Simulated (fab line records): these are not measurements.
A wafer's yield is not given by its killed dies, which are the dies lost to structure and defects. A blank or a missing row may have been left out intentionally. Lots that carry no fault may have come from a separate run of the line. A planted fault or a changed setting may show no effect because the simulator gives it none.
8D (eight disciplines) problem report, filled in by code :: flow gf180mcu :: the parts of the form that need people (team, actions taken, sign-off) are left out

== 1. PROBLEM STATEMENT ==
SALICIDE_TIN_THK at GF_SALICIDE_THK_MEAS_05 reads a mean of 22.9 nm on 1 wafer of 1 lot; wafers without a fault read 20.0 nm with a standard deviation of 0.4. That puts it +7.2 standard deviations away from the usual mean.
The step: measures by xrf.
First observed at day 20 09:10: wafer L982.1, on film-metro-02. The record has a number at this step for 39 wafers belonging to 13 lots. Rule for "out" (also "out of limits"): further than 4 standard deviations from the usual mean. The rest of the wafers with a number are treated as sound.

== 2. WHAT IT IS; WHAT IT IS NOT ==
question: which readings at this step
is: SALICIDE_TIN_THK
is not: -

question: which lots
is: L982
is not: L968, L969, L970, L971, L973, L974, L980, L987, L988, L989, L990, L991

question: which wafers of those lots
is: L982.1
is not: L982.5, L982.6

question: read on which gauges
is: film-metro-02
is not: film-metro-01, film-metro-04

question: when
is: from day 20 09:10
is not: up to then (23 sound wafers); but 15 sound wafers of L987, L988, L989, L990, L991 came after

== 3. SUSPECTS, AND WHAT RULES EACH OUT ==
Counting: a tool at a process step up to the reading stays a suspect if it ran every lot that is out. Sound lots after the first of them don't rule it out here, since some wafers of a struck lot are sound.
- the gauge at GF_SALICIDE_THK_MEAS_05 is ruled out. All the wafers that are out were read on film-metro-02, but those of them that GF_SALICIDE_SPUTTER_03 has rows for are out there too, on other tools.
- pvd-sputter-02 at GF_SALICIDE_SPUTTER_03 (material TiN, target thk 20 nm, time 16.7 s): kept. L982, the lot that is out, went through it at day 20 09:01; up to then, the latest sound lot through it was L980 at day 19 10:34. Its own cathode-dc-power-W readings are out on those wafers.
After counting, what remains is pvd-sputter-02 at GF_SALICIDE_SPUTTER_03.

== 4. THE CAUSE (what the simulator had put in) ==
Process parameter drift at GF_SALICIDE_SPUTTER_03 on pvd-sputter-02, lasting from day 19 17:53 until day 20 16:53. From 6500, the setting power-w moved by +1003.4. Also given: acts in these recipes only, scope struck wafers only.
The count eliminated every tool but this one.

== 5. THE CHAIN OF EFFECTS, in route order ==
Each row: a reading whose mean over the struck wafers that have a number lies more than 3 standard deviations from the usual. Readings are gone through only where the record gives a usual standard deviation; hours: the median, over the lots, of the time from a lot's start at the first step in this table giving one to that lot's start at this step; sigmas: the change measured in usual standard deviations.
hours: 0
step: GF_SALICIDE_SPUTTER_03
reading: cathode-dc-power-W
usual: 6499.9 W
on struck wafers: 7501.9
change: +1002.0
sigmas: +99 or more

hours: 0
step: GF_SALICIDE_THK_MEAS_05
reading: SALICIDE_TIN_THK
usual: 20.0 nm
on struck wafers: 22.9
change: +2.9
sigmas: +7.2
Process steps it contains:
- GF_SALICIDE_SPUTTER_03: material TiN, target thk 20 nm, time 16.7 s.
Later steps that measure or inspect, where all struck wafers having a row at the step show a number for every such reading and not one has moved that far: GF_M1_RS_MEAS_05.

== 6. WHAT WOULD HAVE CAUGHT IT SOONER ==
Counted from the fault's start at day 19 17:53, it took 15 hours until the first out-of-limits reading at a measuring or inspecting step in this record, taken at day 20 09:10.
The tool's own readings at GF_SALICIDE_SPUTTER_03 were out on every struck wafer that the step has a row for (cathode-dc-power-W): an alarm limit on them would have fired on the first of those.
By day 20 09:10, every lot that is out (1) had started GF_SALICIDE_SPUTTER_03 on pvd-sputter-02. Had the tool been put on hold then, not one of them would have been saved.
